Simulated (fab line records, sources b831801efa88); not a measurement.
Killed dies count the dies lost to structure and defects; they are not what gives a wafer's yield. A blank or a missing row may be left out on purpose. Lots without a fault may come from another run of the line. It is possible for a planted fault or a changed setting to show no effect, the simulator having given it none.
Matching of chambers ; flow sfqLine ; SFQ_TRILAYER_I0_CMP_CMP_028 on cmp-01: 4 sister chambers
The step polishes SiO2. 8 wafers are shown with their chamber, then 7 later ones without.

== EACH WAFER AND ITS CHAMBER ==
wafer;chamber;timeToEndpointS (s);motorCurrentA (A)
L810.2;1;226;9.3
L813.1;0;214;10.9
L813.6;3;207;9.7
L818.2;0;212;11.2
L818.3;1;227;10.2
L818.4;2;211;10.0
L822.2;3;208;9.6
L822.3;2;209;10.6

== WAFERS WHOSE CHAMBER IS MISSING ==
wafer;timeToEndpointS (s);motorCurrentA (A)
L822.5;210;9.5
L824.1;206;10.4
L824.2;200;9.6
L824.3;224;9.8
L827.1;203;9.6
L827.2;217;9.9
L827.3;209;10.2

== WHICH CHAMBER EACH ONE RAN IN ==
wafer;from the rows above;in truth
L822.5;can't be placed: 2 or 3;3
L824.1;can't be placed: 3 or 2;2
L824.2;3;3
L824.3;1;1
L827.1;3;3
L827.2;can't be placed: 0 or 2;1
L827.3;can't be placed: 2 or 3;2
3 of 7 placed correctly. Not placeable from these rows: 4 (in 3, the candidates include the true chamber). Wrongly placed: 0.
How it was worked out, from the rows above alone: a wafer's distance from a chamber is the root of the sum, over the readings, of the square of ((its reading less the chamber's mean) divided by the reading's scatter). If the next closest chamber is less than 2 further off than the closest, the wafer can't be placed; otherwise it belongs to the closest. The mean given for a chamber averages the wafers shown for that chamber. The scatter is the square root of a quotient: the sum, over the shown wafers, of each reading's squared deviation from its chamber's mean, divided by wafers minus chambers.
